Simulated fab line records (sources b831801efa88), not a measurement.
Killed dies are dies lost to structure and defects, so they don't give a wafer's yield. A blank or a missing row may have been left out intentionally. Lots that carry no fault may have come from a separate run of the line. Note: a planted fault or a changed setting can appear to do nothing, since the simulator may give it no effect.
Comparing a struck lot with a sound one    flow sky130    28 out of 708 route steps
Sound: wafers L239.1, L239.2, L239.4. Wafers L244.3, L244.4, L244.5 were the ones struck. The cause is named last.
At each step with rows: each side's tool, then ch and its chambers, then its first start. Under that, the readings that differ: sound wafers    struck wafers    difference of the means    sigmas: that difference in standard deviations of wafers without a fault.
alike: words and numbers the same on both sides, and readings whose means are apart by under 2 such deviations; not compared: readings that were withheld, readings missing a value for some wafer, numbers with overlapping values and no deviation given by the record, and bounds like >300 which may hide the same value.
Wherever a step has rows on one side only, a row that says differs or no value, or a row with sigmas, the two part there. Non-overlapping numbers with no deviation appear without sigmas and do not part them. A reading missing from all wafers of one side parts the sides only when that side holds two or more wafers.

first, 5 steps without rows for these wafers: SKY_SONOS_ONO_COAT_08 (resist thk 1140 nm); SKY_SONOS_ONO_SOFTBAKE_09 (time 60 s); SKY_SONOS_ONO_EXPOSE_10 (exposes mask ONOM, target cd 410 nm); SKY_SONOS_ONO_PEB_11; SKY_SONOS_ONO_DEVELOP_12 (develop time 60 s).
SKY_SONOS_ONO_CD_MEAS_13: the cd target is 410 nm.
  sound on cdSem-02, day 14 03:49; struck on cdSem-01, day 17 02:52
  alike: cdNm
SKY_SONOS_ONO_OVL_MEAS_14:
  sound on overlay-01, day 14 03:56; struck on overlay-01, day 17 02:58
  alike: SONOS_ONO_OVL
SKY_SONOS_ONO_ETCH_15: etches the open film in CHF3/O2, target depth 19.52 nm, time 7.8 s.
  sound on rieDiel-04 ch 1,2,3, day 14 03:58; struck on rieDiel-04 ch 0,2,3, day 17 02:59
  alike: drypumpMotorCurrentA, oesProductAu, throttleValvePct
  not compared: rfHoursCounterH
then, 1 step without rows for these wafers: SKY_SONOS_ONO_WET_ETCH_16 (etches SiO2 in dHF, target depth 14 nm, time 280 s).
SKY_SONOS_ONO_STRIP_17: strips in O2/N2.
  sound on plasmaAsher-03 ch 0,1, day 14 04:05; struck on plasmaAsher-01 ch 0,1, day 17 03:08
  alike: drypumpMotorCurrentA, n2FlowSccm, oesProductAu, stripTimeToEndpointS
  not compared: rfHoursCounterH
then, 2 steps without rows for these wafers: SKY_SONOS_ONO_WET_ETCH_18 (etches Si3N4 in H3PO4, target depth 15 nm, time 172 s); SKY_GATE_OXIDE_CLEAN_00 (cleans in SC1/SC2, time 150 s).
SKY_GATE_OXIDE_OXIDATION_01: stabilise 600 s, purge 300 s, target thk 10.268 nm.
  sound on furnace-02 ch 0, day 14 07:25; struck on furnace-02 ch 0, day 17 04:32
reading                                           sound              struck             difference  sigmas
model.SiO2_of_GATE_OXIDE_OXIDATION_01.thkNm (nm)  10.24 10.52 10.24  9.441 9.408 9.409  -0.914      
SKY_GATE_OXIDE_THK_MEAS_02:
  sound on filmMetro-04, day 14 08:50; struck on filmMetro-01, day 17 06:11
reading                           sound              struck          difference  sigmas
GATE_OXIDE_OXIDATION_00_THK (nm)  10.22 10.56 10.24  9.43 9.38 9.38  -0.94       -5
  not compared: hold
then, 6 steps without rows for these wafers: SKY_GATE_OXIDE_HMDS_04 (prime time 60 s); SKY_GATE_OXIDE_COAT_05 (resist thk 1140 nm); SKY_GATE_OXIDE_SOFTBAKE_06 (time 60 s); SKY_GATE_OXIDE_EXPOSE_07 (exposes mask LVOM, target cd 600 nm); SKY_GATE_OXIDE_PEB_08; SKY_GATE_OXIDE_DEVELOP_09 (develop time 60 s).
SKY_GATE_OXIDE_OVL_MEAS_10:
  sound on overlay-02, day 15 11:16; struck on overlay-01, day 18 11:59
  alike: GATE_OXIDE_OVL
then, 2 steps without rows for these wafers: SKY_GATE_OXIDE_IMPLANT_11; SKY_GATE_OXIDE_WET_ETCH_12 (etches SiO2 in dHF, target depth 16.8 nm, time 336 s).
SKY_GATE_OXIDE_STRIP_13: strips in O2/N2.
  sound on plasmaAsher-01 ch 0,1, day 15 11:33; struck on plasmaAsher-04 ch 0,1, day 18 12:23
  alike: drypumpMotorCurrentA, n2FlowSccm, oesProductAu, stripTimeToEndpointS
  not compared: rfHoursCounterH
SKY_GATE_OXIDE_TW_MEAS_14:
  sound on filmMetro-02, day 15 11:39; struck on filmMetro-02, day 18 12:42
reading        sound              struck             difference  sigmas
GATE_OXIDE_TW  222.6 222.2 222.5  227.1 224.9 226.4  +3.7        +2
  not compared: hold
SKY_GATE_OXIDE_OXIDATION_16: stabilise 600 s, purge 300 s, target thk 3.57 nm.
  sound on furnace-01 ch 0, day 15 12:02; struck on furnace-01 ch 0, day 18 15:10
reading                                           sound              struck             difference  sigmas
model.SiO2_of_GATE_OXIDE_OXIDATION_01.thkNm (nm)  11.59 11.85 11.61  10.81 10.78 10.82  -0.88       
then, 1 step without rows for these wafers: SKY_POLY_GATE_CVD_00 (deposits poly-Si, target thk 180 nm, time 720 s).
-- the record jumps here: 30 days lie between the struck wafers' starts before and after (it left off in module POLY_GATE and takes up again in module PAD_OPEN, whose first step shown is number 708 of the route) --
SKY_PAD_OPEN_PROBE_99:
  sound on prober-02, day 46 22:57; struck on prober-01, day 48 22:43
reading                              sound                          struck                        difference  sigmas
model.etest.nfet_16v.rOnOhmUm        1.465e+04 1.488e+04 1.465e+04  1.341e+04 1.32e+04 1.355e+04  -1.340e+03  
model.etest.tipSonos.rsOhmSq         2596 2682 2667                 2594 2534 2545                -91         
model.etest.nfetG5v0d10v5.rOnOhmUm   1900 1918 1910                 1831 1817 1849                -77         
model.etest.nfetG5v0d10v5.driveUaUm  609.2 592.3 603.2              646.4 650.7 642.6             +45.0       
model.etest.nfet_05v0_nvt.driveUaUm  571.9 562.1 575.1              603.5 605.3 604.6             +34.8       
model.etest.nfet_16v.driveUaUm       218.5 212.4 219.7              240.7 241.4 238.3             +23.3       
  not compared: model.etest.pfetG5v0d10v5.rOnOhmUm, model.etest.pfetG5v0d10v5.driveUaUm

## WHERE THEY PART
First at SKY_GATE_OXIDE_THK_MEAS_02; last, within this record, at SKY_GATE_OXIDE_TW_MEAS_14.

WHY: what had been put in by the simulator
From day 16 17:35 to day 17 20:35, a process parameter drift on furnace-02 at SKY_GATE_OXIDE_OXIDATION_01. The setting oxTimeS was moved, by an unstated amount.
